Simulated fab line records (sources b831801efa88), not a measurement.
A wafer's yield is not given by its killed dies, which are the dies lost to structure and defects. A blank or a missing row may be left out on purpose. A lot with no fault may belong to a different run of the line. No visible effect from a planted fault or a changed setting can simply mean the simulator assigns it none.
Chamber matching / flow sfq_line / 4 sister chambers for SFQ_TRILAYER_I7_VIA_BARC_OPEN_VIA_ETCH_260 on rie_diel-03
The step etches BARC in O2, target depth 125 nm, time 41.7 s. 14 wafers are shown with their chamber, then 7 later ones without.

== WAFERS WITH THEIR CHAMBER ==
wafer=L484.1; chamber=0; drypump_motor_current_A (A)=5.8; oes_product_au (a.u.)=0.683
wafer=L484.2; chamber=3; drypump_motor_current_A (A)=5.1; oes_product_au (a.u.)=0.685
wafer=L484.5; chamber=0; drypump_motor_current_A (A)=5.8; oes_product_au (a.u.)=0.682
wafer=L486.1; chamber=0; drypump_motor_current_A (A)=5.9; oes_product_au (a.u.)=0.684
wafer=L486.3; chamber=3; drypump_motor_current_A (A)=5.1; oes_product_au (a.u.)=0.684
wafer=L486.5; chamber=0; drypump_motor_current_A (A)=5.9; oes_product_au (a.u.)=0.687
wafer=L487.1; chamber=0; drypump_motor_current_A (A)=5.8; oes_product_au (a.u.)=0.682
wafer=L487.4; chamber=3; drypump_motor_current_A (A)=5.1; oes_product_au (a.u.)=0.691
wafer=L487.6; chamber=2; drypump_motor_current_A (A)=6.1; oes_product_au (a.u.)=0.677
wafer=L491.2; chamber=1; drypump_motor_current_A (A)=4.8; oes_product_au (a.u.)=0.694
wafer=L491.3; chamber=0; drypump_motor_current_A (A)=5.8; oes_product_au (a.u.)=0.685
wafer=L491.4; chamber=2; drypump_motor_current_A (A)=6.1; oes_product_au (a.u.)=0.683
wafer=L499.3; chamber=3; drypump_motor_current_A (A)=5.1; oes_product_au (a.u.)=0.676
wafer=L499.4; chamber=0; drypump_motor_current_A (A)=5.8; oes_product_au (a.u.)=0.692

SIGNATURES, as means of the wafers listed above
reading=drypump_motor_current_A; chamber 0=5.829; chamber 1=4.800; chamber 2=6.100; chamber 3=5.100; scatter within a chamber=0.0378
reading=oes_product_au; chamber 0=0.68500; chamber 1=0.69400; chamber 2=0.68000; chamber 3=0.68400; scatter within a chamber=0.00456
Rule: a wafer lies at a distance from a chamber equal to the root of the sum of squares, over the readings, of (its reading less the chamber's mean, divided by the reading's scatter). If the next closest chamber is less than 2 further off than the closest, the wafer can't be placed; otherwise it belongs to the closest. How the scatter is found: for the shown wafers, subtract from each reading the mean of its chamber, square and add these, divide the total by (wafers less chambers), then take the root.

== WAFERS MISSING THEIR CHAMBER ==
wafer=L499.6; drypump_motor_current_A (A)=6.1; oes_product_au (a.u.)=0.684
wafer=L501.1; drypump_motor_current_A (A)=5.1; oes_product_au (a.u.)=0.688
wafer=L501.2; drypump_motor_current_A (A)=6.1; oes_product_au (a.u.)=0.692
wafer=L501.3; drypump_motor_current_A (A)=4.8; oes_product_au (a.u.)=0.684
wafer=L502.2; drypump_motor_current_A (A)=5.1; oes_product_au (a.u.)=0.690
wafer=L502.4; drypump_motor_current_A (A)=5.8; oes_product_au (a.u.)=0.689
wafer=L502.5; drypump_motor_current_A (A)=5.1; oes_product_au (a.u.)=0.681

== CHAMBER TAKEN BY EACH ==
wafer=L499.6; from the rows above=2; in truth=2
wafer=L501.1; from the rows above=3; in truth=3
wafer=L501.2; from the rows above=2; in truth=2
wafer=L501.3; from the rows above=1; in truth=1
wafer=L502.2; from the rows above=3; in truth=3
wafer=L502.4; from the rows above=0; in truth=0
wafer=L502.5; from the rows above=3; in truth=3
Placed correctly: 7 of 7. Left unplaced by these rows: 0. Placed wrongly: 0.
